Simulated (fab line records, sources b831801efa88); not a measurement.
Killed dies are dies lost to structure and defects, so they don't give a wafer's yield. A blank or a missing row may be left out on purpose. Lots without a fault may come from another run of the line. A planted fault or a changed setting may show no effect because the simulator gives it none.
fab line records | flow gf180mcu
record lots=5 wafers=15 last_day=31
route steps=602 shown M1@333 V1@335 M2@362
lots that met no fault: from a run of the same line without faults
start_h: hours from the record's first day to the start of the lot's first wafer shown | wait_h: hours since the lot's step before | " the same as in the row above | L1.1+2: a row that stands for several wafers | - no value, or no start given | * or withheld: withheld | < > ~ a bound
route shown NAME@n: a module of which the file shows steps, and the number in the route of the first | usual: mean/standard deviation of fault-free wafers | same: alike in all rows | chamber/n: place in a boat | sites: the reading at each site | _std_site: their standard deviation | _edge_site: outer sites' mean less inner sites' | radius_mm: how far each site lies from the wafer's centre | mask NAME#n: copy n | behind: the tool/chamber that last shaped the wafer | hold: why the lot was held/for how many hours/how that ended | device: the transistor (n, p or np) that didn't switch | end of line: the same wafers' tests at the end of the route | a step without rows: its recipe alone | killed: dies lost to structure and defects at the first sort, not the wafer's yield | map: a wafer's dies, x killed, . not, _ none there
set.NAME: the setting as run; set.NAME@STEP: as run at that earlier step | model.NAME: the simulator's own value behind a step, which no gauge read
lots at some steps of the route; a table a step, a row a wafer
services: from which hour (start_h, from the record's first day; less than 0 if before it) a tool's chamber was out of use, for how many hours, and why
## steps
# step GF_M1_STRIP_18
# recipe chemistry=post_etch_residue_remover time_s=1200 temp_c=72.5
# columns lot.wafer tool chamber start_h wait_h
L075.4+5+6 wet_bench-03 3 400.52 0.0
L077.1+4+6 wet_bench-04 3 416.78 0.1
L080.1+3+6 wet_bench-03 2 434.12 0.1
L081.3+4+5 wet_bench-04 3 454.52 0.0
L082.2+3+6 wet_bench-04 3 464.33 0.1
# step GF_M1_CLEAN_19
# recipe chemistry=DIW dry=n2_spin
# columns lot.wafer tool chamber start_h wait_h
L075.4+5+6 wet_bench-04 3 400.89 0.0
L077.1+4+6 wet_bench-03 2 417.12 0.0
L080.1+3+6 wet_bench-02 0 434.49 0.0
L081.3+4+5 wet_bench-02 0 454.86 0.0
L082.2+3+6 wet_bench-02 3 464.67 0.0
# step GF_V1_CVD_00
# recipe material=SiO2 target_thk_nm=600 sigma_open_frac=0.3 temp_c=400 time_s=100 sih4_flow_sccm=60 pressure_mtorr=6
# usual pressure_mtorr=6.002/0.011 susceptor_temp_C=399.98/0.23
# columns lot.wafer tool chamber start_h wait_h pressure_mtorr susceptor_temp_C
L075.4 hdpcvd-02 0 401.03 0.0 5.989 399.95
L075.5 " 1 " " 6.001 399.99
L075.6 " 2 " " 6.026 399.94
L077.1 hdpcvd-02 0 417.21 0.0 5.985 400.41
L077.4 " 1 " " 5.991 399.89
L077.6 " 2 " " 6.000 400.13
L080.1 hdpcvd-01 1 434.58 0.0 6.011 400.05
L080.3 " 0 " " 6.001 399.92
L080.6 " 1 " " 5.992 400.02
L081.3 hdpcvd-01 2 454.95 0.0 6.003 399.92
L081.4 " 1 " " 6.026 400.05
L081.5 " 2 " " 6.001 400.01
L082.2 hdpcvd-02 1 464.77 0.0 5.989 399.83
L082.3 " 2 " " 5.986 399.89
L082.6 " 1 " " 5.997 399.95
# step GF_V1_THK_MEAS_01
# recipe reads=SiO2_of_V1_CVD_00
# usual V1_CVD_00_THK=601/5.8
# columns lot.wafer tool chamber start_h wait_h V1_CVD_00_THK[nm]
L075.4 film_metro-01 - 401.09 0.0 604
L075.5 " - " " 599
L075.6 " - " " 595
L077.1 film_metro-04 - 417.29 0.0 607
L077.4 " - " " 604
L077.6 " - " " 599
L080.1 film_metro-04 - 434.65 0.0 592
L080.3 " - " " 601
L080.6 " - " " 591
L081.3 film_metro-02 - 455.04 0.1 595
L081.4 " - " " 600
L081.5 " - " " 602
L082.2 film_metro-04 - 464.85 0.0 590
L082.3 " - " " 592
L082.6 " - " " 598
# step GF_V1_CVD_02
# recipe material=SiO2 target_thk_nm=850 precursor=TEOS temp_c=400 time_s=94.851 rf_w=600
# usual heater_power_w=680/99 susceptor_temp_C=400.01/0.23
# columns lot.wafer tool chamber start_h wait_h heater_power_w susceptor_temp_C
L075.4 pecvd-02 2 401.16 0.1 585 399.85
L075.5 " 1 " " 830 400.10
L075.6 " 0 " " 626 399.42
L077.1 pecvd-03 1 417.35 0.1 723 399.70
L077.4 " 0 " " 638 400.20
L077.6 " 1 " " 562 399.66
L080.1 pecvd-01 0 434.71 0.1 811 400.14
L080.3 " 1 " " 690 399.98
L080.6 " 2 " " 721 400.13
L081.3 pecvd-01 1 455.08 0.0 615 399.90
L081.4 " 0 " " 774 400.28
L081.5 " 2 " " 701 399.74
L082.2 pecvd-01 1 464.90 0.0 610 400.00
L082.3 " 0 " " 736 400.03
L082.6 " 1 " " 684 399.66
# step GF_V1_THK_MEAS_03
# recipe reads=SiO2_of_V1_CVD_02
# usual V1_CVD_02_THK=852/12
# columns lot.wafer tool chamber start_h wait_h V1_CVD_02_THK[nm]
L075.4 film_metro-02 - 401.22 0.0 836
L075.5 " - " " 860
L075.6 " - " " 839
L077.1 film_metro-01 - 417.42 0.0 847
L077.4 " - " " 837
L077.6 " - " " 850
L080.1 film_metro-04 - 434.78 0.0 835
L080.3 " - " " 847
L080.6 " - " " 854
L081.3 film_metro-04 - 455.17 0.1 838
L081.4 " - " " 863
L081.5 " - " " 852
L082.2 film_metro-02 - 464.98 0.0 854
L082.3 " - " " 854
L082.6 " - " " 863
# step GF_V1_CMP_04
# recipe material=SiO2 down_force_psi=4 platen_rpm=60 pad_velocity_m_s=0.94248
# usual motor_current_A=12.3/1 platen_rpm=60.00/0.042 time_to_endpoint_s=80/5.7
# columns lot.wafer tool chamber start_h wait_h motor_current_A platen_rpm time_to_endpoint_s
L075.4 cmp-02 0 401.30 0.1 12.3 59.97 74
L075.6 " 3 " " 13.8 59.92 76
L075.5 " 0 " " 12.6 59.98 79
L077.1 cmp-02 1 417.48 0.1 11.7 60.08 78
L077.4 " 0 " " 12.5 59.99 71
L077.6 " 2 " " 12.2 60.01 75
L080.3 cmp-01 2 434.89 0.1 12.8 60.00 81
L080.1 " 3 " " 11.8 60.04 81
L080.6 " 1 " " 14.1 59.97 81
L081.4 cmp-02 1 455.21 0.0 10.8 59.96 83
L081.3 " 2 " " 11.5 60.01 68
L081.5 " 2 " " 11.2 60.01 77
L082.3 cmp-02 3 465.03 0.0 13.8 59.99 77
L082.2 " 1 " " 11.1 59.97 83
L082.6 " 3 " " 14.0 59.98 82
# step GF_V1_BOW_MEAS_05
# recipe mode=bow
# usual V1_BOW=82/7.4
# columns lot.wafer tool chamber start_h wait_h V1_BOW[um]
L075.4 film_metro-02 - 401.61 0.3 68
L075.5 " - " " 71
L075.6 " - " " 73
L077.1 film_metro-01 - 417.78 0.2 78
L077.4 " - " " 85
L077.6 " - " " 79
L080.1 film_metro-02 - 435.14 0.1 82
L080.3 " - " " 84
L080.6 " - " " 81
L081.3 film_metro-02 - 455.60 0.3 83
L081.4 " - " " 83
L081.5 " - " " 76
L082.2 film_metro-01 - 465.38 0.2 72
L082.3 " - " " 77
L082.6 " - " " 65
# step GF_V1_DEHYDRATE_06
# recipe temp_c=200 time_s=60
# usual plate_temp_C=200.02/0.17
# columns lot.wafer tool chamber start_h wait_h plate_temp_C
L075.4 litho_track-01 0 413.37 11.7 199.73
L075.5 " 0 " " 199.82
L075.6 " 0 " " 199.86
L077.1 litho_track-01 0 429.05 11.3 199.88
L077.4 " 0 " " 199.78
L077.6 " 0 " " 199.94
L080.1 litho_track-01 0 446.90 11.7 200.24
L080.3 " 0 " " 200.02
L080.6 " 0 " " 200.05
L081.3 litho_track-04 0 467.06 11.4 199.88
L081.4 " 0 " " 200.04
L081.5 " 0 " " 199.91
L082.2 litho_track-04 0 476.44 11.0 200.17
L082.3 " 0 " " 200.05
L082.6 " 0 " " 200.02
# step GF_V1_HMDS_07
# recipe prime_time_s=60 prime_temp_c=120
# columns lot.wafer tool chamber start_h wait_h
L075.4+5+6 litho_track-01 0 413.52 0.1
L077.1+4+6 litho_track-01 0 429.20 0.1
L080.1+3+6 litho_track-01 0 447.05 0.1
L081.3+4+5 litho_track-04 0 467.21 0.1
L082.2+3+6 litho_track-04 0 476.59 0.1
# step GF_V1_COAT_08
# recipe resist=BARC temp_c=withheld time_s=withheld spin_rpm=withheld resist_thk_nm=withheld
# columns lot.wafer tool chamber start_h wait_h
L075.4+5+6 litho_track-01 0 413.67 0.1
L077.1+4+6 litho_track-01 0 429.35 0.1
L080.1+3+6 litho_track-01 0 447.20 0.1
L081.3+4+5 litho_track-04 0 467.36 0.1
L082.2+3+6 litho_track-04 0 476.74 0.1
# step GF_V1_COAT_09
# recipe resist=KrF spin_rpm=withheld resist_thk_nm=1000
# columns lot.wafer tool chamber start_h wait_h
L075.4+5+6 litho_track-01 0 - -
L077.1+4+6 litho_track-01 0 - -
L080.1+3+6 litho_track-01 0 - -
L081.3+4+5 litho_track-04 0 - -
L082.2+3+6 litho_track-04 0 - -
# step GF_V1_SOFTBAKE_10
# recipe temp_c=130 time_s=60 resist=KrF
# usual plate_temp_C=129.98/0.13
# columns lot.wafer tool chamber start_h wait_h plate_temp_C
L075.4 litho_track-01 0 - - 130.00
L075.5 " 0 " " 130.02
L075.6 " 0 " " 130.15
L077.1 litho_track-01 0 - - 129.63
L077.4 " 0 " " 129.78
L077.6 " 0 " " 129.97
L080.1 litho_track-01 0 - - 130.04
L080.3 " 0 " " 129.80
L080.6 " 0 " " 130.11
L081.3 litho_track-04 0 - - 129.99
L081.4 " 0 " " 129.94
L081.5 " 0 " " 129.97
L082.2 litho_track-04 0 - - 129.93
L082.3 " 0 " " 129.85
L082.6 " 0 " " 130.00
# step GF_V1_EXPOSE_11
# recipe mask_id=Via1 target_cd_nm=260 na=0.68 source_shape=conventional sigma_outer=0.6 dose_mj=38
# usual stage_vel_mm_s=499.95/0.25
# columns lot.wafer tool chamber start_h wait_h mask stage_vel_mm_s
L075.4 krf_scanner-02 0 - - Via1#0 500.01
L075.5 " 0 " " Via1#0 499.86
L075.6 " 0 " " Via1#0 500.14
L077.1 krf_scanner-02 0 - - Via1#0 499.70
L077.4 " 0 " " Via1#0 499.87
L077.6 " 0 " " Via1#0 500.12
L080.1 krf_scanner-01 0 - - Via1#0 499.47
L080.3 " 0 " " Via1#0 499.82
L080.6 " 0 " " Via1#0 499.69
L081.3 krf_scanner-01 0 - - Via1#0 499.80
L081.4 " 0 " " Via1#0 500.21
L081.5 " 0 " " Via1#0 499.48
L082.2 krf_scanner-01 0 - - Via1#0 500.28
L082.3 " 0 " " Via1#0 499.75
L082.6 " 0 " " Via1#0 500.25
# step GF_V1_PEB_12
# recipe peb_temp_c=135 peb_time_s=90 resist=KrF
# usual plate_temp_C=135.03/0.15
# columns lot.wafer tool chamber start_h wait_h plate_temp_C
L075.4 litho_track-03 0 - - 135.00
L075.5 " 0 " " 135.11
L075.6 " 0 " " 134.98
L077.1 litho_track-04 0 - - 135.05
L077.4 " 0 " " 135.03
L077.6 " 0 " " 135.21
L080.1 litho_track-03 0 - - 135.19
L080.3 " 0 " " 135.25
L080.6 " 0 " " 135.18
L081.3 litho_track-03 0 - - 135.02
L081.4 " 0 " " 134.86
L081.5 " 0 " " 134.97
L082.2 litho_track-04 0 - - 134.93
L082.3 " 0 " " 134.94
L082.6 " 0 " " 135.04
# step GF_V1_DEVELOP_13
# recipe develop_time_s=60 resist=KrF dev_temp_c=21
# columns lot.wafer tool chamber start_h wait_h
L075.4+5+6 litho_track-03 0 425.75 0.1
L077.1+4+6 litho_track-04 0 442.06 0.2
L080.1+3+6 litho_track-03 0 459.37 0.2
L081.3+4+5 litho_track-03 0 479.17 0.1
L082.2+3+6 litho_track-04 0 489.39 0.2
# step GF_V1_CD_MEAS_14
# recipe target_cd_nm=260
# usual cd_nm=259.6/1.5
# columns lot.wafer tool chamber start_h wait_h cd_nm
L075.4 cd_sem-01 - 425.88 0.1 257.3
L075.5 " - " " 257.9
L075.6 " - " " 257.6
L077.1 cd_sem-01 - 442.21 0.1 258.0
L077.4 " - " " 257.8
L077.6 " - " " 257.1
L080.1 cd_sem-02 - 459.52 0.1 261.6
L080.3 " - " " 261.2
L080.6 " - " " 261.0
L081.3 cd_sem-02 - 479.31 0.1 259.4
L081.4 " - " " 260.7
L081.5 " - " " 260.2
L082.2 cd_sem-01 - 489.53 0.1 263.4
L082.3 " - " " 263.6
L082.6 " - " " 264.0
# step GF_V1_OVL_MEAS_15
# usual V1_OVL=4/6
# columns lot.wafer tool chamber start_h wait_h V1_OVL[nm]
L075.4 overlay-01 - 425.96 0.1 7
L075.5 " - " " 8
L075.6 " - " " 12
L077.1 overlay-01 - 442.33 0.1 6
L077.4 " - " " 11
L077.6 " - " " 12
L080.1 overlay-01 - 459.64 0.1 8
L080.3 " - " " 8
L080.6 " - " " 1
L081.3 overlay-02 - 479.40 0.1 -3
L081.4 " - " " 10
L081.5 " - " " 1
L082.2 overlay-01 - 489.64 0.1 12
L082.3 " - " " 1
L082.6 " - " " 8
# step GF_V1_ETCH_16
# recipe chemistry=N2/H2 target_depth_a=withheld overetch_a=withheld time_s=withheld target=BARC ion_energy_ev=200 source_w=500 bias_w=100 pressure_mtorr=30 n2_flow_sccm=100 h2_flow_sccm=200
# usual drypump_motor_current_A=5.5/0.4 n2_flow_sccm=100.0/0.33 oes_product_au=0.855/0.0048 throttle_valve_pct=13.226/0.0083
# columns lot.wafer tool chamber start_h wait_h drypump_motor_current_A n2_flow_sccm oes_product_au throttle_valve_pct
L075.4 rie_diel-02 3 426.00 0.0 5.5 100.4 0.857 13.219
L075.5 " 0 " " 5.3 99.9 0.860 13.232
L075.6 " 2 " " 5.7 99.8 0.859 13.237
L077.1 rie_diel-01 2 442.37 0.0 6.7 99.4 0.851 13.228
L077.4 " 0 " " 5.6 99.9 0.848 13.234
L077.6 " 2 " " 6.7 99.7 0.863 13.241
L080.1 rie_diel-02 1 459.68 0.0 5.4 99.9 0.854 13.216
L080.3 " 3 " " 5.5 99.7 0.851 13.221
L080.6 " 1 " " 5.4 99.9 0.850 13.242
L081.3 rie_diel-04 1 479.43 0.0 5.2 100.1 0.862 13.230
L081.4 " 3 " " 4.9 100.2 0.854 13.224
L081.5 " 1 " " 5.3 100.4 0.856 13.222
L082.2 rie_diel-04 2 489.67 0.0 5.4 99.8 0.843 13.222
L082.3 " 3 " " 4.9 99.8 0.855 13.209
L082.6 " 1 " " 5.3 100.0 0.855 13.220
# step GF_V1_ETCH_17
# recipe chemistry=C4F8/O2/Ar mask_material=KrF target=SiO2 stop_on=TiN source_w=1500 bias_w=1200 pressure_mtorr=40 c4f8_flow_sccm=withheld O2_flow_sccm=6 Ar_flow_sccm=300 time_s=withheld target_depth_a=6300
# usual oes_product_au=0.856/0.0045
# columns lot.wafer tool chamber start_h wait_h oes_product_au
L075.4 rie_diel-02 3 - - 0.855
L075.5 " 0 " " 0.857
L075.6 " 2 " " 0.856
L077.1 rie_diel-01 2 - - 0.856
L077.4 " 0 " " 0.853
L077.6 " 2 " " 0.854
L080.1 rie_diel-02 1 - - 0.856
L080.3 " 3 " " 0.857
L080.6 " 1 " " 0.859
L081.3 rie_diel-04 1 - - 0.852
L081.4 " 3 " " 0.848
L081.5 " 1 " " 0.857
L082.2 rie_diel-04 2 - - 0.856
L082.3 " 3 " " 0.862
L082.6 " 1 " " 0.850
# step GF_V1_STRIP_18
# recipe chemistry=O2/N2 power_w=1400 pressure_mtorr=1500 platen_temp_c=250 o2_flow_sccm=3000 n2_flow_sccm=300 overash_fraction=0.5
# usual drypump_motor_current_A=5.7/0.62 heater_power_w=330/18 n2_flow_sccm=299.9/0.93 oes_product_au=0.593/0.0051
# columns lot.wafer tool chamber start_h wait_h drypump_motor_current_A heater_power_w n2_flow_sccm oes_product_au rf_hours_counter_h
L075.4 plasma_asher-01 1 426.14 - 5.3 328 299.6 0.588 -
L075.5 " 1 " " 5.3 319 300.0 0.587 -
L075.6 " 0 " " 6.2 310 301.2 0.595 -
L077.1 plasma_asher-03 0 442.50 - 5.9 327 299.8 0.591 65
L077.4 " 0 " " 5.9 326 300.0 0.591 -
L077.6 " 0 " " 5.9 325 300.0 0.595 -
L080.1 plasma_asher-02 1 459.81 - 6.7 319 298.0 0.595 3
L080.3 " 1 " " 6.7 323 298.9 0.590 -
L080.6 " 0 " " 5.8 362 301.2 0.591 -
L081.3 plasma_asher-01 0 479.59 - 6.2 314 300.6 0.594 -
L081.4 " 1 " " 5.2 325 298.7 0.590 -
L081.5 " 1 " " 5.2 330 300.5 0.582 -
L082.2 plasma_asher-01 0 489.80 - 6.2 315 302.0 0.602 84
L082.3 " 1 " " 5.2 341 299.4 0.598 -
L082.6 " 0 " " 6.2 314 300.8 0.593 -
# step GF_V1_STRIP_19
# recipe chemistry=post_etch_residue_remover time_s=1200 temp_c=72.5
# columns lot.wafer tool chamber start_h wait_h
L075.4+5+6 wet_bench-01 2 426.21 0.0
L077.1+4+6 wet_bench-01 3 442.60 0.1
L080.1+3+6 wet_bench-01 2 459.91 0.1
L081.3+4+5 wet_bench-02 1 479.66 0.0
L082.2+3+6 wet_bench-02 0 489.90 0.1
# step GF_V1_CLEAN_20
# recipe chemistry=DIW dry=n2_spin
# columns lot.wafer tool chamber start_h wait_h
L075.4+5+6 wet_bench-03 1 426.55 0.0
L077.1+4+6 wet_bench-03 0 442.97 0.0
L080.1+3+6 wet_bench-03 3 460.65 0.0
L081.3+4+5 wet_bench-01 1 480.00 0.0
L082.2+3+6 wet_bench-03 3 490.24 0.0
# step GF_V1_SPUTTER_21
# recipe material=Ti target_thk_nm=15 chamber_pressure_pa=5 power_w=2500 substrate_temp_c=200 time_s=80.02
# usual cathode_dc_power_W=2500.0/0.44 throttle_valve_pct=30.2/1.1
# columns lot.wafer tool chamber start_h wait_h cathode_dc_power_W throttle_valve_pct
L075.4 pvd_sputter-01 - 426.64 0.0 2500.6 29.2
L075.5 " - " " 2500.7 28.9
L075.6 " - " " 2500.1 31.3
L077.1 pvd_sputter-03 - 443.08 0.0 2500.3 32.0
L077.4 " - " " 2499.8 29.6
L077.6 " - " " 2500.6 31.5
L080.1 pvd_sputter-03 - 460.75 0.0 2500.3 31.7
L080.3 " - " " 2500.1 29.3
L080.6 " - " " 2499.8 29.3
L081.3 pvd_sputter-03 - 480.18 0.0 2500.0 29.5
L081.4 " - " " 2499.8 29.3
L081.5 " - " " 2500.0 29.3
L082.2 pvd_sputter-03 - 490.44 0.0 2500.4 31.8
L082.3 " - " " 2499.9 29.6
L082.6 " - " " 2500.1 29.2
# step GF_V1_SPUTTER_22
# recipe material=TiN target_thk_nm=10 chamber_pressure_pa=5 power_w=4000 time_s=40
# usual cathode_dc_power_W=3999.9/0.72 throttle_valve_pct=30.2/1.2
# columns lot.wafer tool chamber start_h wait_h cathode_dc_power_W throttle_valve_pct
L075.4 pvd_sputter-01 - 426.70 0.0 4001.1 29.2
L075.5 " - " " 3999.0 29.2
L075.6 " - " " 3999.0 31.4
L077.1 pvd_sputter-03 - 443.14 0.0 4000.2 32.0
L077.4 " - " " 4000.9 29.6
L077.6 " - " " 4000.5 31.2
L080.1 pvd_sputter-03 - 460.81 0.0 3999.3 31.9
L080.3 " - " " 4000.4 29.6
L080.6 " - " " 4001.1 29.3
L081.3 pvd_sputter-03 - 480.24 0.0 3999.9 29.4
L081.4 " - " " 4000.2 29.4
L081.5 " - " " 4000.4 29.6
L082.2 pvd_sputter-03 - 490.50 0.0 3999.9 32.1
L082.3 " - " " 4000.8 29.4
L082.6 " - " " 4000.2 29.1
# step GF_V1_CVD_23
# recipe material=W target_thk_nm=350 time_s=105.05 temp_c=400 pressure_torr=40
# usual heater_power_w=801/110 susceptor_temp_C=400.02/0.21
# columns lot.wafer tool chamber start_h wait_h heater_power_w susceptor_temp_C
L075.4 cvd_w-01 0 426.78 0.1 720 399.98
L075.5 " 1 " " 942 399.87
L075.6 " 0 " " 701 400.02
L077.1 cvd_w-02 1 443.18 0.0 878 399.95
L077.4 " 0 " " 641 400.18
L077.6 " 0 " " 648 400.18
L080.1 cvd_w-01 0 460.85 0.0 703 399.80
L080.3 " 0 " " 742 399.98
L080.6 " 0 " " 715 399.84
L081.3 cvd_w-01 1 480.32 0.1 892 400.01
L081.4 " 0 " " 737 399.70
L081.5 " 1 " " 915 399.64
L082.2 cvd_w-02 0 490.54 0.0 655 400.19
L082.3 " 1 " " 885 400.09
L082.6 " 1 " " 885 399.89
# step GF_V1_RS_MEAS_24
# recipe thk_meas_gauge=four-point-probe reads=W_of_V1_CVD_23+TiN_of_V1_SPUTTER_22+Ti_of_V1_SPUTTER_21
# usual V1_W_RS=0.326/0.0036
# columns lot.wafer tool chamber start_h wait_h V1_W_RS[ohm/sq]
L075.4 film_metro-04 - 426.91 0.1 0.333
L075.5 " - " " 0.325
L075.6 " - " " 0.329
L077.1 film_metro-02 - 443.29 0.1 0.321
L077.4 " - " " 0.332
L077.6 " - " " 0.326
L080.1 film_metro-01 - 460.96 0.1 0.323
L080.3 " - " " 0.323
L080.6 " - " " 0.327
L081.3 film_metro-04 - 480.43 0.1 0.322
L081.4 " - " " 0.323
L081.5 " - " " 0.325
L082.2 film_metro-04 - 490.67 0.1 0.330
L082.3 " - " " 0.321
L082.6 " - " " 0.320
# step GF_V1_THK_MEAS_25
# recipe thk_meas_gauge=xrf reads=W_of_V1_CVD_23
# usual V1_W_THK=352/4.7
# columns lot.wafer tool chamber start_h wait_h V1_W_THK[nm]
L075.4 film_metro-04 - 427.00 0.1 347
L075.5 " - " " 358
L075.6 " - " " 353
L077.1 film_metro-02 - 443.41 0.1 348
L077.4 " - " " 341
L077.6 " - " " 347
L080.1 film_metro-01 - 461.08 0.1 350
L080.3 " - " " 351
L080.6 " - " " 347
L081.3 film_metro-04 - 480.53 0.1 357
L081.4 " - " " 356
L081.5 " - " " 351
L082.2 film_metro-04 - 490.78 0.1 346
L082.3 " - " " 357
L082.6 " - " " 357
# step GF_V1_CMP_26
# recipe stop_on=SiO2 down_force_psi=3.5 platen_rpm=60 t_overpolish_s=15 target_thk_nm=0 pad_velocity_m_s=0.94248
# usual motor_current_A=11.3/0.95 overpolish_run_s=15.000/0.0083 platen_rpm=60.00/0.041 time_to_endpoint_s=83/3.3
# columns lot.wafer tool chamber start_h wait_h motor_current_A overpolish_run_s platen_rpm time_to_endpoint_s
L075.4 cmp-01 1 427.13 0.1 13.0 14.994 59.93 81
L075.6 " 3 " " 11.0 15.001 60.05 87
L075.5 " 0 " " 9.9 15.015 59.95 82
L077.1 cmp-02 1 443.47 0.1 10.5 15.015 59.99 87
L077.4 " 0 " " 11.5 14.998 60.04 80
L077.6 " 2 " " 10.7 14.989 60.01 81
L080.3 cmp-02 0 461.14 0.0 11.6 15.001 60.01 82
L080.1 " 2 " " 11.1 15.006 59.92 81
L080.6 " 0 " " 11.3 15.001 60.01 83
L081.4 cmp-02 0 480.67 0.1 11.4 14.998 59.97 80
L081.3 " 1 " " 9.9 14.987 59.97 83
L081.5 " 2 " " 11.1 14.998 59.94 77
L082.2 cmp-01 0 490.83 0.0 9.8 15.007 59.99 77
L082.3 " 1 " " 12.9 15.004 59.99 83
L082.6 " 0 " " 10.2 15.001 59.90 82
# step GF_M2_SPUTTER_00
# recipe material=Ti target_thk_nm=37.5 arriving_ion_energy_ev=80 substrate_temp_c=200 chamber_pressure_pa=2 power_w=4000 time_s=150
# usual cathode_dc_power_W=4000.1/0.66 throttle_valve_pct=30.3/0.95
# columns lot.wafer tool chamber start_h wait_h cathode_dc_power_W throttle_valve_pct
L075.4 pvd_sputter-02 - 427.33 0.1 4000.9 30.7
L075.5 " - " " 4000.7 30.3
L075.6 " - " " 3999.8 29.9
L077.1 pvd_sputter-04 - 443.77 0.2 3999.9 31.8
L077.4 " - " " 4000.1 28.7
L077.6 " - " " 3999.7 28.8
L080.1 pvd_sputter-04 - 461.44 0.1 4000.0 30.4
L080.3 " - " " 4000.2 29.0
L080.6 " - " " 3999.2 30.2
L081.3 pvd_sputter-02 - 480.87 0.1 4000.8 30.8
L081.4 " - " " 4001.2 30.7
L081.5 " - " " 4000.4 30.4
L082.2 pvd_sputter-04 - 491.13 0.2 4001.2 29.6
L082.3 " - " " 4001.1 31.9
L082.6 " - " " 4000.4 28.9
# step GF_M2_SPUTTER_01
# recipe material=TiN target_thk_nm=30 power_w=6500 time_s=25 chamber_pressure_pa=0.4
# usual cathode_dc_power_W=6500.2/1.2 throttle_valve_pct=30.3/0.91
# columns lot.wafer tool chamber start_h wait_h cathode_dc_power_W throttle_valve_pct
L075.4 pvd_sputter-02 - 427.43 0.1 6501.8 30.6
L075.5 " - " " 6499.7 30.7
L075.6 " - " " 6498.4 30.2
L077.1 pvd_sputter-04 - 443.87 0.1 6499.0 31.8
L077.4 " - " " 6501.0 28.7
L077.6 " - " " 6501.3 28.6
L080.1 pvd_sputter-04 - 461.54 0.1 6500.4 30.1
L080.3 " - " " 6499.9 28.8
L080.6 " - " " 6499.3 30.2
L081.3 pvd_sputter-02 - 480.97 0.1 6501.6 30.9
L081.4 " - " " 6498.4 30.3
L081.5 " - " " 6501.1 30.1
L082.2 pvd_sputter-04 - 491.23 0.1 6500.2 29.7
L082.3 " - " " 6500.1 31.8
L082.6 " - " " 6500.1 28.9
# step GF_M2_SPUTTER_02
# recipe material=AlCu target_thk_nm=450 power_w=10600 time_s=23.9 chamber_pressure_pa=0.4
# usual cathode_dc_power_W=10600/1.9 throttle_valve_pct=30.3/0.91
# columns lot.wafer tool chamber start_h wait_h cathode_dc_power_W throttle_valve_pct
L075.4 pvd_sputter-02 - 427.46 0.0 10600 30.6
L075.5 " - " " 10599 30.5
L075.6 " - " " 10597 30.0
L077.1 pvd_sputter-04 - 443.90 0.0 10598 31.4
L077.4 " - " " 10600 29.0
L077.6 " - " " 10600 28.9
L080.1 pvd_sputter-04 - 461.57 0.0 10600 30.3
L080.3 " - " " 10602 29.0
L080.6 " - " " 10602 30.1
L081.3 pvd_sputter-02 - 481.00 0.0 10599 30.9
L081.4 " - " " 10601 30.3
L081.5 " - " " 10598 30.2
L082.2 pvd_sputter-04 - 491.26 0.0 10601 29.5
L082.3 " - " " 10597 31.6
L082.6 " - " " 10600 28.9
# step GF_M2_SPUTTER_03
# recipe material=Ti target_thk_nm=10 substrate_temp_c=300 chamber_pressure_pa=0.3 power_w=3000 time_s=6.7
# usual cathode_dc_power_W=3000.0/0.59 throttle_valve_pct=30.3/0.94
# columns lot.wafer tool chamber start_h wait_h cathode_dc_power_W throttle_valve_pct
L075.4 pvd_sputter-02 - 427.49 0.0 3000.7 31.0
L075.5 " - " " 2999.7 30.5
L075.6 " - " " 3000.8 30.3
L077.1 pvd_sputter-04 - 443.93 0.0 2999.4 31.7
L077.4 " - " " 2999.4 28.9
L077.6 " - " " 2999.4 29.0
L080.1 pvd_sputter-04 - 461.60 0.0 2999.4 30.2
L080.3 " - " " 2999.2 29.1
L080.6 " - " " 2999.9 30.3
L081.3 pvd_sputter-02 - 481.03 0.0 3001.3 30.7
L081.4 " - " " 2999.9 30.5
L081.5 " - " " 2999.4 29.9
L082.2 pvd_sputter-04 - 491.29 0.0 2999.8 29.7
L082.3 " - " " 2999.8 31.6
L082.6 " - " " 3000.4 28.7
# step GF_M2_SPUTTER_04
# recipe material=TiN target_thk_nm=50 power_w=6500 time_s=41.7 chamber_pressure_pa=0.4
# usual cathode_dc_power_W=6499.9/1.2 throttle_valve_pct=30.3/0.93
# columns lot.wafer tool chamber start_h wait_h cathode_dc_power_W throttle_valve_pct
L075.4 pvd_sputter-02 - 427.51 0.0 6499.8 31.1
L075.5 " - " " 6501.4 30.5
L075.6 " - " " 6500.7 30.1
L077.1 pvd_sputter-04 - 443.95 0.0 6499.2 31.7
L077.4 " - " " 6501.6 29.0
L077.6 " - " " 6499.7 28.7
L080.1 pvd_sputter-04 - 461.62 0.0 6498.5 30.3
L080.3 " - " " 6499.7 28.7
L080.6 " - " " 6498.9 29.9
L081.3 pvd_sputter-02 - 481.05 0.0 6498.9 30.8
L081.4 " - " " 6501.7 30.6
L081.5 " - " " 6498.8 30.0
L082.2 pvd_sputter-04 - 491.31 0.0 6499.2 29.8
L082.3 " - " " 6499.9 31.6
L082.6 " - " " 6501.1 29.0
# step GF_M2_RS_MEAS_05
# recipe thk_meas_gauge=four-point-probe reads=TiN_of_M2_SPUTTER_04+Ti_of_M2_SPUTTER_03+AlCu_of_M2_SPUTTER_02+TiN_of_M2_SPUTTER_01+Ti_of_M2_SPUTTER_00
# usual M2_ALCU_RS=0.0697/0.0008
# columns lot.wafer tool chamber start_h wait_h M2_ALCU_RS[ohm/sq]
L075.4 film_metro-04 - 427.61 0.1 0.0697
L075.5 " - " " 0.0703
L075.6 " - " " 0.0697
L077.1 film_metro-04 - 443.99 0.0 0.0705
L077.4 " - " " 0.0702
L077.6 " - " " 0.0704
L080.1 film_metro-02 - 461.66 0.0 0.0699
L080.3 " - " " 0.0690
L080.6 " - " " 0.0700
L081.3 film_metro-04 - 481.13 0.1 0.0687
L081.4 " - " " 0.0689
L081.5 " - " " 0.0699
L082.2 film_metro-04 - 491.37 0.0 0.0699
L082.3 " - " " 0.0708
L082.6 " - " " 0.0698
## services
# columns tool chamber start_h hours kind
rie_diel-04 1 384.95 41.0 repair
cvd_w-01 - 390.00 14.0 pm
krf_scanner-01 - 390.28 0.8 pm
rie_diel-02 1 401.82 7.6 repair
cmp-02 - 404.18 4.0 pm
wet_bench-01 - 408.04 1.9 pm
hdpcvd-02 - 415.77 0.9 repair
rie_diel-04 - 419.23 2.8 pm
pecvd-01 - 420.32 2.1 repair
rie_diel-02 1 425.07 5.0 repair
krf_scanner-01 - 429.00 7.2 pm
hdpcvd-02 1 433.70 7.8 repair
krf_scanner-01 - 436.20 1.3 pm
krf_scanner-01 - 436.96 1.4 repair
wet_bench-03 - 444.81 5.0 repair
rie_diel-02 3 447.29 9.4 repair
rie_diel-04 0 448.72 5.9 repair
cmp-01 - 451.89 10.2 repair
krf_scanner-01 - 454.78 3.6 pm
wet_bench-02 - 459.41 1.4 repair
wet_bench-03 - 462.81 3.3 repair
krf_scanner-01 - 466.07 1.3 repair
rie_diel-02 1 467.95 1.4 repair
rie_diel-04 - 480.50 0.3 repair
## key
fault none
